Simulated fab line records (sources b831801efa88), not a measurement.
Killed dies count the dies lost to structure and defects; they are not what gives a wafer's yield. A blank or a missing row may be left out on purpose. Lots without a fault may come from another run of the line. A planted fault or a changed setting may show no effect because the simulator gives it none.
What tool caused it?	flow gf180mcu	14 lots, 41 wafers sampled, at 5 steps of a route of 602

## WHAT EACH GAUGE READ, for each wafer
GF_CONTACT_CD_MEAS_14: target cd 220 nm.
lot	measured	on	cd nm (nm)
L841	day 16 04:47	cd sem-02	222.0 221.2 221.7
L842	day 16 17:18	cd sem-02	220.9 221.8 221.1
L843	day 17 10:29	cd sem-01	221.8 220.6 220.2
L844	day 18 00:36	cd sem-02	220.4 221.6 220.8
L845	day 18 01:47	cd sem-02	220.9 221.0 220.8
L847	day 18 23:07	cd sem-02	220.7 219.0 218.3
L848	day 19 07:42	cd sem-02	219.1 218.3 218.9
L849	day 19 16:32	cd sem-01	220.5 219.2 221.3
L850	day 20 00:24	cd sem-01	223.2 221.9 222.3
L851	day 20 08:24	cd sem-02	220.7 221.0 220.1
L852	day 20 16:36	cd sem-02	218.3 220.3 219.7
L854	day 21 06:34	cd sem-02	217.9 218.8
L862	day 24 00:26	cd sem-01	247.1 247.8 246.5
L863	day 24 12:23	cd sem-02	242.2 242.4 241.0

GF_CONTACT_OVL_MEAS_15.
lot	measured	on	CONTACT_OVL (nm)
L841	day 16 04:52	overlay-01	5 4 -1
L842	day 16 17:25	overlay-01	1 1 4
L843	day 17 10:37	overlay-01	-4 0 -5
L844	day 18 00:43	overlay-02	-3 -3 -1
L845	day 18 01:52	overlay-01	9 5 -1
L847	day 18 23:14	overlay-01	2 5 3
L848	day 19 07:49	overlay-02	-8 -1 -10
L849	day 19 16:40	overlay-01	8 4 0
L850	day 20 00:31	overlay-01	5 7 10
L851	day 20 08:31	overlay-02	-5 1 -9
L852	day 20 16:43	overlay-01	2 5 4
L854	day 21 06:40	overlay-01	2 -7
L862	day 24 00:32	overlay-01	-2 2 2
L863	day 24 12:30	overlay-01	-1 -5 3

## WHICH TOOL RAN EACH LOT (tool, then ch and the chambers of the sampled wafers, then the start)
lot	GF_SALICIDE_RTA_06	GF_CONTACT_CVD_02	GF_CONTACT_EXPOSE_11
L841	rtp anneal-01 ch 0, day 15 05:51	pecvd-02 ch 1,2, day 15 06:16	krf scanner-02 ch 0, day 15 18:11
L842	rtp anneal-02 ch 0, day 15 17:46	pecvd-01 ch 0,2, day 15 18:10	krf scanner-01 ch 0, day 16 05:58
L843	rtp anneal-02 ch 0, day 16 10:22	pecvd-04 ch 0,1,2, day 16 10:52	krf scanner-01 ch 0, day 16 23:08
L844	rtp anneal-01 ch 0, day 16 21:23	pecvd-01 ch 0,1, day 16 21:47	krf scanner-01 ch 0, day 17 12:48
L845	rtp anneal-01 ch 0, day 16 22:31	pecvd-04 ch 1,2, day 16 22:52	krf scanner-01 ch 0, day 17 13:40
L847	rtp anneal-01 ch 0, day 17 21:50	pecvd-02 ch 2, day 17 22:13	krf scanner-01 ch 0, day 18 10:42
L848	rtp anneal-02 ch 0, day 18 05:47	pecvd-02 ch 1,2, day 18 06:16	krf scanner-02 ch 0, day 18 19:32
L849	rtp anneal-01 ch 0, day 18 14:38	pecvd-04 ch 0,1,2, day 18 15:02	krf scanner-02 ch 0, day 19 04:24
L850	rtp anneal-02 ch 0, day 18 22:43	pecvd-04 ch 0,1,2, day 18 23:07	krf scanner-01 ch 0, day 19 12:02
L851	rtp anneal-01 ch 0, day 19 06:14	pecvd-01 ch 0,1,2, day 19 06:38	krf scanner-02 ch 0, day 19 20:11
L852	rtp anneal-02 ch 0, day 19 14:02	pecvd-02 ch 0,1,2, day 19 14:32	krf scanner-01 ch 0, day 20 04:22
L854	rtp anneal-01 ch 0, day 20 05:19	pecvd-02 ch 0,2, day 20 05:41	krf scanner-01 ch 0, day 20 18:19
L862	rtp anneal-01 ch 0, day 23 00:40	pecvd-02 ch 1,2, day 23 01:02	krf scanner-02 ch 0, day 23 13:07
L863	rtp anneal-01 ch 0, day 23 13:01	pecvd-04 ch 1,2, day 23 13:25	krf scanner-02 ch 0, day 24 01:30
- GF_SALICIDE_RTA_06: time 30 s.
- GF_CONTACT_CVD_02: deposits SiO2 from TEOS, target thk 860 nm, time 95.992 s.
- GF_CONTACT_EXPOSE_11: exposes mask Contact, target cd 220 nm.

## AS READ BY THE TOOLS THEMSELVES (means over the sampled wafers that have a number; for cases with no such wafer, the mark the record gives instead)
GF_SALICIDE_RTA_06.
lot	tool	lamp power pct (%)	wafer_temp_C_max
L841	rtp anneal-01	5.5	532.0
L842	rtp anneal-02	7.0	533.3
L843	rtp anneal-02	7.0	534.0
L844	rtp anneal-01	5.5	531.6
L845	rtp anneal-01	5.5	532.0
L847	rtp anneal-01	5.5	531.9
L848	rtp anneal-02	7.0	533.3
L849	rtp anneal-01	5.5	532.0
L850	rtp anneal-02	7.0	533.3
L851	rtp anneal-01	5.5	531.6
L852	rtp anneal-02	7.0	533.0
L854	rtp anneal-01	5.5	531.6
L862	rtp anneal-01	5.5	532.0
L863	rtp anneal-01	5.5	532.2

GF_CONTACT_CVD_02.
lot	tool	heater power w (W)	susceptor temp C (C)
L841	pecvd-02	723	400.12
L842	pecvd-01	736	400.07
L843	pecvd-04	713	399.84
L844	pecvd-01	704	399.94
L845	pecvd-04	699	399.97
L847	pecvd-02	749	400.09
L848	pecvd-02	649	399.82
L849	pecvd-04	707	400.00
L850	pecvd-04	638	400.06
L851	pecvd-01	693	400.03
L852	pecvd-02	662	400.18
L854	pecvd-02	686	399.75
L862	pecvd-02	625	399.71
L863	pecvd-04	677	400.10

GF_CONTACT_EXPOSE_11.
lot	tool	exposure dose mJ cm2
L841	krf scanner-02	37.97
L842	krf scanner-01	38.00
L843	krf scanner-01	37.99
L844	krf scanner-01	37.96
L845	krf scanner-01	37.98
L847	krf scanner-01	38.00
L848	krf scanner-02	37.99
L849	krf scanner-02	38.02
L850	krf scanner-01	37.97
L851	krf scanner-02	38.05
L852	krf scanner-01	38.02
L854	krf scanner-01	37.97
L862	krf scanner-02	44.81
L863	krf scanner-02	43.50

## THE ANSWER, worked out from the rows above alone
Rule: usual is defined by the lots themselves. Put in order of their means at a reading, lots are off if they are a third of the lots or fewer, leave a main group of 4 or more, and stand apart from it by a gap of 3 or more times the standard deviation of the main group's means; of several such gaps the widest counts. A main group is skipped when, at the precision printed for the reading in the tables above, its means are all equal. A lot without any number at a reading at which 4 lots or more have one is off too. Any other lot the step has rows for is counted as sound. After the gauges, taken in route order, come the tools' own readings; for these a lot's mean is taken, as printed above. At the first step where some lot is off, the reading lying furthest off is the one used; lots without a number count as furthest.
Off: L862, L863 (GF_CONTACT_CD_MEAS_14, cd nm). The main group: mean 220.4 nm, standard deviation 1.2.
If a tool, at a process step before that reading, ran all the lots that are off and no sound lot after the first of them, it fits. Not tried: the gauges at GF_CONTACT_CD_MEAS_14; whatever is off there is also off at GF_CONTACT_EXPOSE_11, on other tools, and gauge error can't account for it. 2 tools fit, rtp anneal-01 at GF_SALICIDE_RTA_06 and krf scanner-02 at GF_CONTACT_EXPOSE_11, so this cannot tell which one it is.

## WHAT WAS PUT IN BY THE SIMULATOR
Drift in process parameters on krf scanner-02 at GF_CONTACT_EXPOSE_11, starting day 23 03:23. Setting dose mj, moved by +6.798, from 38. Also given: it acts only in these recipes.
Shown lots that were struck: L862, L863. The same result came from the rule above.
